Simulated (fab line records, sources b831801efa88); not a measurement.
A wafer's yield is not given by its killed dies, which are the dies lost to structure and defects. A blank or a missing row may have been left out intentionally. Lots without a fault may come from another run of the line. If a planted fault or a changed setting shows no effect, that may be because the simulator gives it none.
fab line records	flow sky130	part 2 of 2: steps 29 to 39 of 39
record lots=5	wafers=15	last_day=49
route steps=708 shown NWELL@68 PWDE@84 VT_ADJUST_HVTP@85 VT_ADJUST_LVTN@97
lots untouched by any fault: they come from a run of this same line in which no faults occurred
start_h: hours from the record's opening day to when the first of the lot's shown wafers began	wait_h: hours from the lot's prior step to this one	" the same as in the row above	L1.1+2: several wafers, shown together as one row	- no value, or no start given	* or withheld: withheld	< > ~ a bound
route shown NAME@n: NAME is a module with steps in the file, n the number in the route of the first one	usual: the fault-free wafers' mean and standard deviation	same: alike in all rows	chamber/n: place in a boat	sites: the reading at each site	_std_site: standard deviation of those values	_edge_site: the outer-site mean with the inner-site mean subtracted	radius_mm: for every site, how far away it sits from the centre of the wafer	mask NAME#n: copy n	behind: the most recent tool/chamber to have shaped the wafer	hold: what put the lot on hold/how long, in hours/how the hold closed	device: names the non-switching transistor (n, p or np)	end of line: at the end of the route, the tests of the same wafers	for a step that has no rows: nothing shown but its recipe	killed: the dies lost at the first sort to structure and to defects; this is not the yield of the wafer	map: a wafer's dies, x killed, . not, _ none there
set.NAME: setting as actually run; set.NAME@STEP: the setting as run at that earlier step	model.NAME: the simulator's own value behind a step, which no gauge read
a table for each step, a row for each wafer; lots at some steps of the route
services: when a tool's chamber went out of use (start_h, in hours from the record's first day, below 0 if earlier), for how many hours, and the reason
## steps
# step SKY_VT_ADJUST_LVTN_DEHYDRATE_00
# recipe temp_c=200	time_s=60
# usual plate_temp_C=199.99/0.17
lot.wafer	tool	chamber	start_h	wait_h	plate_temp_C
L077.3	litho_track-01	0	143.85	8.6	199.85
L077.5	"	0	"	"	199.82
L077.6	"	0	"	"	199.73
L080.3	litho_track-01	0	166.80	9.6	200.17
L080.5	"	0	"	"	200.15
L080.6	"	0	"	"	200.00
L081.3	litho_track-02	0	167.16	9.7	199.98
L081.4	"	0	"	"	200.09
L081.5	"	0	"	"	200.13
L091.2	litho_track-02	0	247.53	11.1	199.71
L091.4	"	0	"	"	199.99
L091.6	"	0	"	"	200.18
L092.4	litho_track-02	0	253.38	10.9	200.03
L092.5	"	0	"	"	200.16
L092.6	"	0	"	"	200.03
# step SKY_VT_ADJUST_LVTN_HMDS_01
# recipe prime_time_s=60	prime_temp_c=120
lot.wafer	tool	chamber	start_h	wait_h
L077.3+5+6	litho_track-01	0	144.00	0.1
L080.3+5+6	litho_track-01	0	166.95	0.1
L081.3+4+5	litho_track-02	0	167.31	0.1
L091.2+4+6	litho_track-02	0	247.68	0.1
L092.4+5+6	litho_track-02	0	253.53	0.1
# step SKY_VT_ADJUST_LVTN_COAT_02
# recipe spin_rpm=2000	resist_thk_nm=3000
lot.wafer	tool	chamber	start_h	wait_h
L077.3+5+6	litho_track-01	0	144.15	0.1
L080.3+5+6	litho_track-01	0	167.10	0.1
L081.3+4+5	litho_track-02	0	167.46	0.1
L091.2+4+6	litho_track-02	0	247.83	0.1
L092.4+5+6	litho_track-02	0	253.68	0.1
# step SKY_VT_ADJUST_LVTN_SOFTBAKE_03
# recipe temp_c=110	time_s=withheld
# usual plate_temp_C=109.97/0.14
lot.wafer	tool	chamber	start_h	wait_h	plate_temp_C
L077.3	litho_track-01	0	144.32	0.1	110.23
L077.5	"	0	"	"	109.98
L077.6	"	0	"	"	110.14
L080.3	litho_track-01	0	167.27	0.1	110.06
L080.5	"	0	"	"	110.12
L080.6	"	0	"	"	109.94
L081.3	litho_track-02	0	167.62	0.1	109.94
L081.4	"	0	"	"	109.86
L081.5	"	0	"	"	109.92
L091.2	litho_track-02	0	247.99	0.1	110.00
L091.4	"	0	"	"	110.06
L091.6	"	0	"	"	109.85
L092.4	litho_track-02	0	253.86	0.1	109.88
L092.5	"	0	"	"	110.11
L092.6	"	0	"	"	110.16
# step SKY_VT_ADJUST_LVTN_EXPOSE_04
# recipe mask_id=NWM_COMPLEMENT_LESS_NATIVE	na=0.6	source_shape=conventional	sigma_outer=0.6	polarization=unpolarized	target_cd_nm=840	dose_mj=194
lot.wafer	tool	chamber	start_h	wait_h	mask
L077.3+5+6	iline_stepper-02	0	-	-	NWM_COMPLEMENT_LESS_NATIVE#0
L080.3+5+6	iline_stepper-02	0	-	-	NWM_COMPLEMENT_LESS_NATIVE#0
L081.3+4+5	iline_stepper-01	0	-	-	NWM_COMPLEMENT_LESS_NATIVE#0
L091.2+4+6	iline_stepper-02	0	-	-	NWM_COMPLEMENT_LESS_NATIVE#0
L092.4+5+6	iline_stepper-01	0	-	-	NWM_COMPLEMENT_LESS_NATIVE#0
# step SKY_VT_ADJUST_LVTN_PEB_05
# recipe temp_c=115	time_s=withheld
# usual plate_temp_C=115.00/0.16
lot.wafer	tool	chamber	start_h	wait_h	plate_temp_C
L077.3	litho_track-01	0	-	-	115.04
L077.5	"	0	"	"	115.16
L077.6	"	0	"	"	115.00
L080.3	litho_track-02	0	-	-	114.78
L080.5	"	0	"	"	114.76
L080.6	"	0	"	"	114.78
L081.3	litho_track-02	0	-	-	115.14
L081.4	"	0	"	"	115.15
L081.5	"	0	"	"	115.12
L091.2	litho_track-01	0	-	-	114.92
L091.4	"	0	"	"	114.94
L091.6	"	0	"	"	115.05
L092.4	litho_track-02	0	-	-	115.19
L092.5	"	0	"	"	115.12
L092.6	"	0	"	"	115.04
# step SKY_VT_ADJUST_LVTN_DEVELOP_06
# recipe wall_angle_deg=90	developer=TMAH	develop_time_s=60	dev_temp_c=23
lot.wafer	tool	chamber	start_h	wait_h
L077.3+5+6	litho_track-01	0	-	-
L080.3+5+6	litho_track-02	0	-	-
L081.3+4+5	litho_track-02	0	-	-
L091.2+4+6	litho_track-01	0	-	-
L092.4+5+6	litho_track-02	0	-	-
# step SKY_VT_ADJUST_LVTN_OVL_MEAS_07
# usual VT_ADJUST_LVTN_OVL=1.3/1.4
lot.wafer	tool	chamber	start_h	wait_h	VT_ADJUST_LVTN_OVL[nm]
L077.3	overlay-02	-	154.26	-	-0.5
L077.5	"	-	"	"	0.0
L077.6	"	-	"	"	1.3
L080.3	overlay-02	-	177.57	-	0.4
L080.5	"	-	"	"	1.4
L080.6	"	-	"	"	-0.1
L081.3	overlay-01	-	177.92	-	-0.3
L081.4	"	-	"	"	-2.1
L081.5	"	-	"	"	-0.6
L091.2	overlay-02	-	260.11	-	2.3
L091.4	"	-	"	"	2.1
L091.6	"	-	"	"	1.2
L092.4	overlay-02	-	266.92	-	-0.1
L092.5	"	-	"	"	1.8
L092.6	"	-	"	"	2.3
# step SKY_VT_ADJUST_LVTN_IMPLANT_08
# recipe species=B	energy_kev=30	dose_cm2=1.57e+12	tilt_deg=withheld
# usual dose_ions_cm2=1.5702e+12/1.8e+09	end_station_pressure_torr=5.05e-06/2.6e-07
lot.wafer	tool	chamber	start_h	wait_h	dose_ions_cm2	end_station_pressure_torr
L077.3	implanter-01	0	154.34	0.1	1.5675e+12	4.95e-06
L077.5	"	0	"	"	1.5699e+12	4.64e-06
L077.6	"	0	"	"	1.573e+12	5.11e-06
L080.3	implanter-01	0	177.64	0.1	1.5714e+12	4.66e-06
L080.5	"	0	"	"	1.5704e+12	4.47e-06
L080.6	"	0	"	"	1.5689e+12	5.14e-06
L081.3	implanter-02	0	177.99	0.1	1.5699e+12	4.57e-06
L081.4	"	0	"	"	1.5683e+12	5.06e-06
L081.5	"	0	"	"	1.5695e+12	4.72e-06
L091.2	implanter-01	0	260.16	0.0	1.5691e+12	4.93e-06
L091.4	"	0	"	"	1.568e+12	5.26e-06
L091.6	"	0	"	"	1.5658e+12	5.03e-06
L092.4	implanter-01	0	267.02	0.1	1.5685e+12	4.75e-06
L092.5	"	0	"	"	1.5682e+12	5.04e-06
L092.6	"	0	"	"	1.5697e+12	4.86e-06
# step SKY_VT_ADJUST_LVTN_STRIP_09
# recipe chemistry=O2/N2	power_w=1400	pressure_mtorr=1500	platen_temp_c=withheld	o2_flow_sccm=3000	n2_flow_sccm=300	overash_fraction=0.5
# usual drypump_motor_current_A=6.2/0.35	o2_flow_sccm=3001/8.2	oes_product_au=0.722/0.0047	strip_time_to_endpoint_s=36.99/0.12
lot.wafer	tool	chamber	start_h	wait_h	drypump_motor_current_A	o2_flow_sccm	oes_product_au	rf_hours_counter_h	strip_time_to_endpoint_s
L077.3	plasma_asher-03	1	154.47	0.1	6.3	3006	0.725	-	37.04
L077.5	"	1	"	"	6.3	3008	0.727	-	37.17
L077.6	"	0	"	"	5.7	2995	0.727	-	37.09
L080.3	plasma_asher-03	0	177.78	0.1	5.6	2991	0.724	-	37.02
L080.5	"	1	"	"	6.3	3002	0.722	-	37.06
L080.6	"	0	"	"	5.6	2998	0.722	-	37.01
L081.3	plasma_asher-01	1	178.13	0.1	6.4	2984	0.719	-	36.87
L081.4	"	0	"	"	6.3	3007	0.734	-	36.84
L081.5	"	0	"	"	6.2	3013	0.726	-	36.94
L091.2	plasma_asher-03	1	260.29	0.1	6.4	3003	0.718	59	37.03
L091.4	"	0	"	"	5.6	3001	0.718	-	37.11
L091.6	"	1	"	"	6.4	3006	0.719	-	37.00
L092.4	plasma_asher-03	1	267.12	0.1	6.4	3004	0.716	-	37.19
L092.5	"	0	"	"	5.6	2994	0.723	-	37.31
L092.6	"	1	"	"	6.4	3001	0.730	-	37.10
# step SKY_VT_ADJUST_LVTN_TW_MEAS_10
# usual VT_ADJUST_LVTN_TW=240.8/1.6
lot.wafer	tool	chamber	start_h	wait_h	VT_ADJUST_LVTN_TW
L077.3	film_metro-02	-	154.56	0.1	241.0
L077.5	"	-	"	"	242.8
L077.6	"	-	"	"	241.4
L080.3	film_metro-01	-	177.86	0.1	241.6
L080.5	"	-	"	"	241.2
L080.6	"	-	"	"	243.0
L081.3	film_metro-02	-	178.21	0.1	241.6
L081.4	"	-	"	"	241.6
L081.5	"	-	"	"	240.8
L091.2	film_metro-01	-	260.40	0.1	241.7
L091.4	"	-	"	"	242.9
L091.6	"	-	"	"	242.0
L092.4	film_metro-02	-	267.22	0.1	239.3
L092.5	"	-	"	"	241.3
L092.6	"	-	"	"	240.9
## services
tool	chamber	start_h	hours	kind
plasma_asher-01	-	105.80	2.4	repair
plasma_asher-01	-	108.75	9.0	pm
plasma_asher-01	0	108.75	9.0	vent_cycle
plasma_asher-01	1	108.75	9.0	vent_cycle
plasma_asher-02	-	116.00	1.9	repair
plasma_asher-01	0	117.75	-	clean
plasma_asher-01	1	117.75	-	clean
rtp_anneal-01	-	126.99	1.2	pm
plasma_asher-01	-	129.77	3.5	repair
iline_stepper-02	0	140.70	-	calibration
iline_stepper-02	-	153.83	1.7	pm
plasma_asher-02	-	164.29	3.3	repair
implanter-03	-	170.77	1.7	repair
iline_stepper-01	0	174.42	-	calibration
plasma_asher-04	-	196.80	0.9	repair
litho_track-04	-	214.08	-	consumable_replace:filter
iline_stepper-02	-	229.26	2.1	repair
implanter-04	-	230.71	1.2	repair
plasma_asher-04	-	242.77	28.1	pm
implanter-02	-	247.87	2.1	repair
implanter-03	-	248.58	2.5	repair
iline_stepper-01	-	248.67	1.7	pm
